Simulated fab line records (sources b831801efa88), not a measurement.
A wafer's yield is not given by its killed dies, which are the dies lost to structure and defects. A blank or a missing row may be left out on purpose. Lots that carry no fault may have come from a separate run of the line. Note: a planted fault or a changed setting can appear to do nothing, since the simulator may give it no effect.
Comparing a struck lot with a sound one ; flow gf180mcu ; 15 out of 602 route steps
Sound: these wafers, L496.1, L496.3, L496.4. Struck: wafers L488.3, L488.4, L488.5. The cause is given at the end.
At each step with rows: each side's tool, then ch and its chambers, then its first start. Under that, the readings that differ: sound wafers ; struck wafers ; difference of the means ; sigmas: that difference in standard deviations of wafers without a fault.
alike: readings whose means differ by less than 2 such deviations, and words and numbers that are the same on both sides. not compared: withheld readings, readings that some wafer has no value for, bounds like >300 that may hide the same value, and numbers for which the record gives no deviation and whose values overlap.
The two part at a step that has a row with sigmas, a row that says differs or no value, or rows on one side only. Numbers that have no deviation but don't overlap get no sigmas and don't part them. A reading missing from all wafers of one side parts the sides only when that side holds two or more wafers.

first, 5 steps without rows for these wafers: GF_V5_COAT_09 (resist thk 1000 nm); GF_V5_SOFTBAKE_10 (time 60 s); GF_V5_EXPOSE_11 (exposes mask Via5, target cd 260 nm); GF_V5_PEB_12 (peb time 90 s); GF_V5_DEVELOP_13 (develop time 60 s).
GF_V5_CD_MEAS_14: target cd 260 nm.
  sound on cdSem-02, day 31 15:33; struck on cdSem-01, day 29 17:26
  alike: cdNm
GF_V5_OVL_MEAS_15:
  sound on overlay-02, day 31 15:40; struck on overlay-01, day 29 17:32
  alike: V5_OVL
GF_V5_ETCH_16: etches BARC in N2/H2.
  sound on rieDiel-04 ch 0,1,3, day 31 15:42; struck on rieDiel-01 ch 0,2,3, day 29 17:33
  alike: drypumpMotorCurrentA, oesProductAu, throttleValvePct
GF_V5_ETCH_17: etches SiO2 in C4F8/O2/Ar, stops on TiN, target depth 855 nm.
  sound on rieDiel-04 ch 0,1,3; struck on rieDiel-01 ch 0,2,3
  alike: oesProductAu
GF_V5_STRIP_18: strips in O2/N2.
  sound on plasmaAsher-03 ch 0,1, day 31 15:51; struck on plasmaAsher-03 ch 0,1, day 29 17:44
  alike: drypumpMotorCurrentA, heaterPowerW, oesProductAu
  not compared: rfHoursCounterH
then, 2 steps without rows for these wafers: GF_V5_STRIP_19 (strips in post etch residue remover, time 1200 s); GF_V5_CLEAN_20 (cleans in DIW).
GF_V5_SPUTTER_21: material Ti, target thk 15 nm, time 80.02 s.
  sound on pvdSputter-03, day 31 16:23; struck on pvdSputter-01, day 29 18:14
reading;sound;struck;difference;sigmas
cathodeDcPowerW (W);2499.9 2499.7 2500.5;2244.3 2244.3 2244.3;-255.7;-99 or more
model.Ti_of_V5_SPUTTER_21.thkNm (nm);15.15 14.97 14.92;13.53 13.44 13.71;-1.45;
  alike: throttleValvePct
GF_V5_SPUTTER_22: material TiN, target thk 10 nm, time 40 s.
  sound on pvdSputter-03, day 31 16:27; struck on pvdSputter-01, day 29 18:18
  alike: cathodeDcPowerW, throttleValvePct
GF_PASSIVATION_PROBE_99:
  only the struck wafers here have rows in the record (prober-02, day 31 10:59); the sound ones have none

== WHERE THEY PART ==
Earliest at GF_V5_SPUTTER_21; latest, in this record, at GF_PASSIVATION_PROBE_99.

WHY: whatever the simulator had introduced
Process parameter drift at GF_V5_SPUTTER_21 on pvdSputter-01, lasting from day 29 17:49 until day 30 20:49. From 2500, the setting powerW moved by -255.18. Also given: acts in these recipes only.
